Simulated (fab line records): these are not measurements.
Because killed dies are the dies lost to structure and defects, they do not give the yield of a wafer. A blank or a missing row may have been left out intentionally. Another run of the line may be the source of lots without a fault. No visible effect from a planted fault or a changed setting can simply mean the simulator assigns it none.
fab line records ; flow sky130
record: lots: 5; wafers: 14; last-day: 50
route steps=708 shown VIA1@461 PAD_OPEN@708
lots untouched by any fault: they come from a run of this same line in which no faults occurred
start-h: hours from the record's first day to the start of the lot's first wafer shown ; wait-h: time in hours since the lot's previous step ; " same as the row above ; L1.1+2: a row that stands for several wafers ; - no value, or no start was given ; * or withheld: withheld ; < > ~ a bound
route shown NAME@n: names a module that has steps shown in the file, with the first one's number in the route ; usual: mean/standard deviation taken from wafers without a fault ; same: alike in all rows ; chamber/n: place in a boat ; sites: readings site by site ; _std_site: standard deviation of those values ; _edge_site: mean of outer sites minus mean of inner sites ; radius-mm: for every site, how far away it sits from the centre of the wafer ; mask NAME#n: copy n ; behind: the tool/chamber that last shaped the wafer ; hold: cause of the lot's hold/its duration in hours/its outcome ; device: names the non-switching transistor (n, p or np) ; end of line: the route-end tests of the same wafers ; a step given without rows: its recipe and nothing more ; killed: at the first sort, the dies lost to defects and structure; wafer yield is something else ; map: the dies of a wafer, with x for killed, . for not killed, _ for no die there
set.NAME: the setting that was run; set.NAME@STEP: the one run at that earlier step ; model.NAME: the simulator's own value behind a step, which no gauge read
lots at selected steps of the route; one table per step, one row per wafer
services: when a tool's chamber went out of use (start-h, in hours from the record's first day, below 0 if earlier), for how many hours, and the reason
== steps ==
step: SKY_VIA1_BOW_MEAS_03
recipe: mode: bow
usual: VIA1_BOW: 80/7.5
lot.wafer;tool;chamber;start-h;wait-h;VIA1_BOW[um]
L892.2;film-metro-03;-;822.85;0.1;73
L892.3;film-metro-03;-;822.85;0.1;80
L892.6;film-metro-03;-;822.85;0.1;68
L893.2;film-metro-02;-;843.41;0.3;70
L893.4;film-metro-02;-;843.41;0.3;82
L893.6;film-metro-02;-;843.41;0.3;86
L902.1;film-metro-01;-;886.74;0.2;90
L902.4;film-metro-01;-;886.74;0.2;79
L908.2;film-metro-02;-;927.28;0.2;79
L908.4;film-metro-02;-;927.28;0.2;77
L908.6;film-metro-02;-;927.28;0.2;77
L909.3;film-metro-01;-;932.69;0.2;83
L909.4;film-metro-01;-;932.69;0.2;84
L909.5;film-metro-01;-;932.69;0.2;93
step: SKY_VIA1_DEHYDRATE_04
recipe: temp-c: 200; time-s: 60
step: SKY_VIA1_HMDS_05
recipe: prime-time-s: 60; prime-temp-c: 120
step: SKY_VIA1_COAT_06
recipe: resist: BARC; temp-c: withheld; time-s: withheld; spin-rpm: 3000; resist-thk-nm: 60
step: SKY_VIA1_COAT_07
recipe: resist: KrF-thick; spin-rpm: 3000; resist-thk-nm: 450
step: SKY_VIA1_SOFTBAKE_08
recipe: temp-c: 100; time-s: 90; resist: KrF-thick
step: SKY_VIA1_EXPOSE_09
recipe: mask-id: VIM; na: 0.8; source-shape: annular; sigma-inner: 0.55; sigma-outer: 0.85; target-cd-nm: 150; dose-mj: 38
step: SKY_VIA1_PEB_10
recipe: peb-temp-c: withheld; peb-time-s: withheld; resist: KrF-thick
step: SKY_VIA1_DEVELOP_11
recipe: develop-time-s: 60; resist: KrF-thick; dev-temp-c: 21
step: SKY_VIA1_CD_MEAS_12
recipe: target-cd-nm: 150
usual: cd-nm: 149.0/1.7
lot.wafer;tool;chamber;start-h;wait-h;cd-nm
L892.2;cd-sem-01;-;848.47;-;151.6
L892.3;cd-sem-01;-;848.47;-;150.8
L892.6;cd-sem-01;-;848.47;-;152.1
L893.2;cd-sem-01;-;874.41;-;151.7
L893.4;cd-sem-01;-;874.41;-;152.6
L893.6;cd-sem-01;-;874.41;-;152.1
L902.1;cd-sem-02;-;911.65;-;146.9
L902.4;cd-sem-02;-;911.65;-;148.2
L908.2;cd-sem-02;-;951.21;-;150.1
L908.4;cd-sem-02;-;951.21;-;151.4
L908.6;cd-sem-02;-;951.21;-;149.0
L909.3;cd-sem-02;-;957.14;-;150.1
L909.4;cd-sem-02;-;957.14;-;149.2
L909.5;cd-sem-02;-;957.14;-;149.4
step: SKY_VIA1_OVL_MEAS_13
usual: VIA1_OVL: 0/5.1
lot.wafer;tool;chamber;start-h;wait-h;VIA1_OVL[nm]
L892.2;overlay-01;-;848.57;0.1;3
L892.3;overlay-01;-;848.57;0.1;0
L892.6;overlay-01;-;848.57;0.1;5
L893.2;overlay-01;-;874.52;0.1;3
L893.4;overlay-01;-;874.52;0.1;7
L893.6;overlay-01;-;874.52;0.1;0
L902.1;overlay-01;-;911.77;0.1;-2
L902.4;overlay-01;-;911.77;0.1;-9
L908.2;overlay-01;-;951.32;0.1;-2
L908.4;overlay-01;-;951.32;0.1;-9
L908.6;overlay-01;-;951.32;0.1;-3
L909.3;overlay-02;-;957.23;0.1;-2
L909.4;overlay-02;-;957.23;0.1;2
L909.5;overlay-02;-;957.23;0.1;-8
step: SKY_VIA1_ETCH_14
recipe: chemistry: N2/H2; target: BARC; ion-energy-ev: 200; source-w: 500; bias-w: 100; pressure-mtorr: 30; n2-flow-sccm: 100; h2-flow-sccm: 200; stop-on: SiO2; time-s: 45.9; target-depth-a: 600
usual: drypump-motor-current-A: 5.8/0.48; oes-product-au: 0.855/0.0042; rf-fwd-power-W: 495.2/2; throttle-valve-pct: 13.224/0.009
lot.wafer;tool;chamber;start-h;wait-h;drypump-motor-current-A;oes-product-au;rf-fwd-power-W;rf-hours-counter-h;throttle-valve-pct
L892.2;rie-diel-01;0;848.60;0.0;6.7;0.856;494.1;13;13.226
L892.3;rie-diel-01;3;848.60;0.0;5.5;0.855;495.0;9;13.231
L892.6;rie-diel-01;1;848.60;0.0;5.3;0.852;498.5;-;13.213
L893.2;rie-diel-02;0;874.55;0.0;5.1;0.853;500.3;7;13.221
L893.4;rie-diel-02;1;874.55;0.0;6.3;0.854;494.5;7;13.231
L893.6;rie-diel-02;1;874.55;0.0;6.3;0.847;494.9;-;13.234
L902.1;rie-diel-02;1;911.80;0.0;6.3;0.860;491.1;8;13.226
L902.4;rie-diel-02;2;911.80;0.0;5.8;0.854;495.9;6;13.212
L908.2;rie-diel-04;2;951.35;0.0;5.9;0.848;495.6;25;13.222
L908.4;rie-diel-04;2;951.35;0.0;5.9;0.857;493.0;-;13.223
L908.6;rie-diel-04;1;951.35;0.0;5.7;0.842;493.2;-;13.221
L909.3;rie-diel-01;2;957.25;0.0;5.6;0.852;493.5;12;13.224
L909.4;rie-diel-01;0;957.25;0.0;6.7;0.846;494.6;16;13.235
L909.5;rie-diel-01;3;957.25;0.0;5.5;0.854;498.4;-;13.220
step: SKY_VIA1_ETCH_15
recipe: target: SiO2; chemistry: C4F8/O2/Ar; target-depth-nm: 351; stop-on: TiN; mask-material: KrF-thick; source-w: 1500; bias-w: 1200; pressure-mtorr: 40; c4f8-flow-sccm: withheld; O2_flow_sccm: 6; Ar_flow_sccm: 300; time-s: 54
usual: oes-product-au: 0.981/0.0055; rf-fwd-power-W: 1487/5.7
lot.wafer;tool;chamber;start-h;wait-h;oes-product-au;rf-fwd-power-W;rf-hours-counter-h;model.VIA1.feature-depth-nm;model.etch.depth-nm;model.KrF-thick_of_VIA1_COAT_07.thk-nm
L892.2;rie-diel-01;0;848.64;0.0;0.984;1485;13;345.1;345.1;320.9
L892.3;rie-diel-01;3;848.64;0.0;0.986;1488;9;344.4;344.4;320.8
L892.6;rie-diel-01;1;848.64;0.0;0.969;1487;-;343.5;343.5;323.2
L893.2;rie-diel-02;0;874.59;0.0;0.982;1500;7;344.3;344.3;323.8
L893.4;rie-diel-02;1;874.59;0.0;0.982;1484;7;344;344;323.3
L893.6;rie-diel-02;1;874.59;0.0;0.979;1489;-;344.5;344.5;322.3
L902.1;rie-diel-02;1;911.84;0.0;0.797;1482;8;236.6;236.6;343.8
L902.4;rie-diel-02;2;911.84;0.0;0.981;1489;6;344.8;344.8;320.5
L908.2;rie-diel-04;2;951.41;0.0;0.983;1490;25;346.2;346.2;323.3
L908.4;rie-diel-04;2;951.41;0.0;0.977;1485;-;345.8;345.8;322.8
L908.6;rie-diel-04;1;951.41;0.0;0.980;1479;-;345.1;345.1;326.3
L909.3;rie-diel-01;2;957.30;0.0;0.978;1485;12;345;345;322.4
L909.4;rie-diel-01;0;957.30;0.0;0.981;1482;16;345.6;345.6;321.9
L909.5;rie-diel-01;3;957.30;0.0;0.979;1490;-;345.4;345.4;320.5
step: SKY_VIA1_STRIP_16
recipe: chemistry: O2/N2; power-w: 1400; pressure-mtorr: 1500; platen-temp-c: withheld; o2-flow-sccm: 3000; n2-flow-sccm: 300; overash-fraction: 0.5
usual: drypump-motor-current-A: 5.7/0.51; o2-flow-sccm: 3001/9.1; oes-product-au: 0.416/0.0047; strip-time-to-endpoint-s: 4.457/0.017
lot.wafer;tool;chamber;start-h;wait-h;drypump-motor-current-A;o2-flow-sccm;oes-product-au;rf-hours-counter-h;strip-time-to-endpoint-s
L892.2;plasma-asher-01;1;848.69;0.0;6.2;2982;0.418;41;4.426
L892.3;plasma-asher-01;0;848.69;0.0;5.3;2996;0.410;-;4.439
L892.6;plasma-asher-01;0;848.69;0.0;5.2;2992;0.416;-;4.462
L893.2;plasma-asher-02;0;874.64;0.0;4.7;3006;0.415;70;4.451
L893.4;plasma-asher-02;0;874.64;0.0;4.8;3005;0.421;-;4.465
L893.6;plasma-asher-02;0;874.64;0.0;4.8;3003;0.418;-;4.458
L902.1;plasma-asher-01;1;911.89;0.0;6.2;3010;0.421;48;4.681
L902.4;plasma-asher-01;1;911.89;0.0;6.2;2980;0.411;-;4.436
L908.2;plasma-asher-03;0;951.48;0.0;6.1;3006;0.413;113;4.456
L908.4;plasma-asher-03;1;951.48;0.0;5.6;3000;0.412;-;4.457
L908.6;plasma-asher-03;1;951.48;0.0;5.6;2997;0.420;-;4.496
L909.3;plasma-asher-03;0;957.38;0.1;6.2;3008;0.416;-;4.445
L909.4;plasma-asher-03;1;957.38;0.1;5.6;3003;0.423;-;4.450
L909.5;plasma-asher-03;1;957.38;0.1;5.6;2999;0.412;-;4.425
step: SKY_VIA1_STRIP_17
recipe: chemistry: post-etch-residue-remover; time-s: 1200; temp-c: 72.5
step: SKY_PAD_OPEN_PROBE_99
lot.wafer;tool;chamber;start-h;wait-h;model.etest.sram-pfet-latch.under-floor;model.etest.cap-thin-oxide.open;model.etest.diode-nwell-sub.under-floor;model.etest.pfet_01v8_lvt.under-floor;model.etest.res-poly.open;model.etest.tip-sonos.open;model.etest.sonos-erased.open;model.etest.cap-thick-oxide.under-floor
L892.2+3+6;prober-01;-;1118.42;0.1;0;0;0;0;0;0;0;0
L893.2+4+6;prober-02;-;1142.17;0.1;0;0;0;0;0;0;0;0
L902.1;prober-01;-;1169.42;0.1;1;1;1;1;1;1;1;1
L902.4;prober-01;-;1169.57;0.2;0;0;0;0;0;0;0;0
L908.2+4+6;prober-02;-;1195.82;0.1;0;0;0;0;0;0;0;0
L909.3+4+5;prober-01;-;1197.20;0.2;0;0;0;0;0;0;0;0
killed by level:class
L892.2 VIA1:geometric-particle:open=13 METAL3:geometric-particle:short=8 METAL1:geometric-particle:short=7 FIELD_ISO:geometric-particle:short=5 LI_CONTACT:geometric-particle:open=5 CONTACT:geometric-particle:open=5 VIA1:geometric-particle:short=5 METAL2:geometric-particle:short=5
L892.3 VIA1:geometric-particle:open=11 LI_CONTACT:geometric-particle:open=7 VIA2:geometric-particle:open=6 VIA3:geometric-particle:open=5 CONTACT:geometric-particle:open=5 METAL1:geometric-particle:short=5 FIELD_ISO:geometric-particle:short=4 VIA1:geometric-particle:short=4
L892.6 LI_CONTACT:geometric-particle:open=10 VIA1:geometric-particle:open=9 CONTACT:geometric-particle:open=8 VIA2:geometric-particle:open=7 METAL2:geometric-particle:short=7 VIA1:geometric-particle:short=6 VIA3:geometric-particle:open=6 LOCAL_INTERCONNECT:geometric-particle:short=5
L893.2 VIA3:geometric-particle:open=8 CONTACT:geometric-particle:open=7 METAL2:geometric-particle:short=7 VIA2:geometric-particle:open=7 VIA1:geometric-particle:short=6 LI_CONTACT:geometric-particle:open=6 METAL1:geometric-particle:short=6 VIA1:geometric-particle:open=6
L893.4 VIA1:geometric-particle:open=15 CONTACT:geometric-particle:open=12 VIA3:geometric-particle:open=9 VIA1:geometric-particle:short=6 LI_CONTACT:geometric-particle:open=5 METAL1:geometric-particle:short=5 METAL2:geometric-particle:short=5 VIA2:geometric-particle:open=4
L893.6 VIA2:geometric-particle:open=8 POLY_GATE:geometric-particle:short=7 LI_CONTACT:geometric-particle:open=7 METAL2:geometric-particle:short=7 VIA1:geometric-particle:open=7 FIELD_ISO:geometric-particle:short=6 FIELD_ISO:geometric-particle:open=5 CONTACT:geometric-particle:open=5
L908.2 VIA1:geometric-particle:open=11 CONTACT:geometric-particle:open=9 LI_CONTACT:geometric-particle:open=6 FIELD_ISO:geometric-particle:short=5 FIELD_ISO:geometric-particle:open=5 CONTACT:geometric-particle:short=5 METAL1:geometric-particle:short=5 VIA1:geometric-particle:short=5
L908.4 VIA1:geometric-particle:open=11 VIA3:geometric-particle:open=11 LI_CONTACT:geometric-particle:open=8 VIA2:geometric-particle:open=8 CONTACT:geometric-particle:open=8 FIELD_ISO:geometric-particle:short=5 FIELD_ISO:geometric-particle:open=5 POLY_GATE:geometric-particle:open=4
L908.6 LI_CONTACT:geometric-particle:open=9 VIA1:geometric-particle:open=8 VIA3:geometric-particle:open=8 CONTACT:geometric-particle:open=6 FIELD_ISO:geometric-particle:short=5 LI_CONTACT:geometric-particle:short=5 VIA2:geometric-particle:open=5 FIELD_ISO:geometric-particle:open=4
L909.3 VIA1:geometric-particle:open=13 LOCAL_INTERCONNECT:geometric-particle:short=9 CONTACT:geometric-particle:open=9 VIA3:geometric-particle:open=5 VIA3:geometric-particle:short=5 LI_CONTACT:geometric-particle:open=4 LOCAL_INTERCONNECT:geometric-particle:open=4 FIELD_ISO:geometric-particle:open=3
L909.4 CONTACT:geometric-particle:open=10 VIA1:geometric-particle:short=8 VIA1:geometric-particle:open=8 LI_CONTACT:geometric-particle:open=7 VIA3:geometric-particle:open=5 POLY_GATE:geometric-particle:short=4 LI_CONTACT:geometric-particle:short=4 METAL2:geometric-particle:short=4
L909.5 CONTACT:geometric-particle:open=15 LOCAL_INTERCONNECT:geometric-particle:short=11 VIA1:geometric-particle:open=10 VIA2:geometric-particle:open=5 VIA2:geometric-particle:short=5 FIELD_ISO:geometric-particle:short=4 LI_CONTACT:geometric-particle:open=4 VIA1:geometric-particle:short=4
== services ==
tool;chamber;start-h;hours;kind
rie-diel-01;0;826.50;8.2;repair
rie-diel-02;2;827.57;9.4;repair
plasma-asher-03;-;840.18;2.8;pm
plasma-asher-02;-;864.68;1.4;repair
rie-diel-01;3;865.09;3.4;repair
rie-diel-04;3;946.87;6.0;repair
rie-diel-02;3;947.82;7.6;repair
rie-diel-04;0;951.33;2.6;repair
== key ==
first-sign: step: SKY_VIA1_ETCH_15; reading: oes-product-au; direction: down; sigmas: 33; usual: 0.981; struck: 0.797
effect: step: SKY_VIA1_STRIP_16; reading: strip-time-to-endpoint-s; direction: up; sigmas: 13; usual: *; struck: *
model-effect: step: SKY_VIA1_ETCH_15; value: VIA1.feature-depth-nm; without: 344.2; struck: 236.6
model-effect: step: SKY_PAD_OPEN_PROBE_99; value: etest.sram-pfet-latch.under-floor; without: 0; struck: 1
met-at SKY_VIA1_ETCH_15
struck-wafers L902.1
sort-left-out L902.1
onset-between 874.59 911.84
fault: kind: process-parameter-drift; tool: rie-diel-02; chamber: -; onset-h: 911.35; steps: SKY_VIA1_ETCH_15; channel: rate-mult; offset: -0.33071; shape: step; end-h: 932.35; scope: struck-wafers-only
sort-left-out: the simulated sort isn't trusted on such a fault, so these wafers' sort isn't shown, and their yield isn't known
